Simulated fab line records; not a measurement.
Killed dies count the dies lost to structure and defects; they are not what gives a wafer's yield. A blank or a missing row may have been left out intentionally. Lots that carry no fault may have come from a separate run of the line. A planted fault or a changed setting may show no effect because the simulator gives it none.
Problem report in the 8D (eight disciplines) form, filled by code | flow gf180mcu | the parts of the form that need people (team, actions taken, sign-off) are left out

1. PROBLEM STATEMENT
A mean of 267.0 nm is read at GF_V1_CD_MEAS_14 for cd nm, taken on 1 wafer of 1 lot, against 259.9 nm (standard deviation 1.2) on wafers free of any fault. That puts it +5.9 standard deviations away from the usual mean.
The step: target cd 260 nm.
First observed at day 22 06:19: wafer L464.2, on cd sem-02. At this step, 33 wafers from 11 lots have a number in the record. Rule for "out" (also "out of limits"): further than 4 standard deviations from the usual mean. Any other wafer with a number is counted as sound.

2. WHAT IT IS, AND WHAT IT ISN'T
question                    | is                | is not
which readings at this step | cd nm             | -
which lots                  | L464              | L454, L455, L456, L457, L458, L461, L474, L475, L476, L477
which wafers of those lots  | L464.2            | L464.3, L464.4
read on which gauges        | cd sem-02         | cd sem-01
when                        | from day 22 06:19 | up to then (20 sound wafers); but 12 sound wafers of L474, L475, L476, L477 came after

3. WHAT RULES OUT EACH SUSPECT
Counting: a tool at a process step up to the reading stays a suspect if it ran every lot that is out. Sound lots after the first of them don't rule it out here, since some wafers of a struck lot are sound.
- the gauge at GF_V1_CD_MEAS_14: kept. All the wafers that are out were read on cd sem-02, and no step on other tools shows them out.
- cmp-01 at GF_V1_CMP_04 (polishes SiO2): kept. L464, the lot that is out, went through it at day 21 06:11; up to then, the latest sound lot through it was L457 at day 18 05:58.
- krf scanner-02 at GF_V1_EXPOSE_11 (exposes mask Via1, target cd 260 nm): kept. L464, the lot that is out, went through it at day 21 18:37; up to then, the latest sound lot through it was L461 at day 20 11:15.
- Within cmp-01 at GF_V1_CMP_04: the wafers that are out ran in chamber 2; their sound lot-mates ran in chambers 0, 3.
Left after counting: cmp-01 at GF_V1_CMP_04, krf scanner-02 at GF_V1_EXPOSE_11, cd sem-02 at GF_V1_CD_MEAS_14.

4. THE CAUSE (what the simulator had put in)
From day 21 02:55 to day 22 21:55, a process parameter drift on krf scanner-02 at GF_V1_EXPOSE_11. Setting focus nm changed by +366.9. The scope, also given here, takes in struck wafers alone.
After counting, 3 suspects remain, this tool included.

5. SEQUENCE OF EFFECTS, ordered by route
Each row: a reading whose mean over the struck wafers that have a number lies more than 3 standard deviations from the usual. Readings are gone through only where the record gives a usual standard deviation; hours: the median, over the lots, of the time from a lot's start at the first step in this table giving one to that lot's start at this step; sigmas: the change measured in usual standard deviations.
hours | step             | reading | usual    | on struck wafers | change | sigmas
0     | GF_V1_CD_MEAS_14 | cd nm   | 259.9 nm | 267.0            | +7.1   | +5.9
At these later measuring or inspecting steps, every struck wafer for which the step has a row has a number for every such reading, and none has moved that far: GF_V1_RS_MEAS_24.

6. WHAT WOULD HAVE CAUGHT IT SOONER
In this record the first reading out of limits at a measuring or inspecting step was taken at day 22 06:19, 27 hours after the fault began at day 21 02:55.
Of the tool readings at GF_V1_EXPOSE_11 for which the record gives a usual standard deviation, none was out on any struck wafer, so an alarm limit of 4 standard deviations on them would not have fired.
Lots out: 1; all had begun GF_V1_EXPOSE_11 on krf scanner-02 by day 22 06:19. None of them would have been spared by holding the tool at that moment.
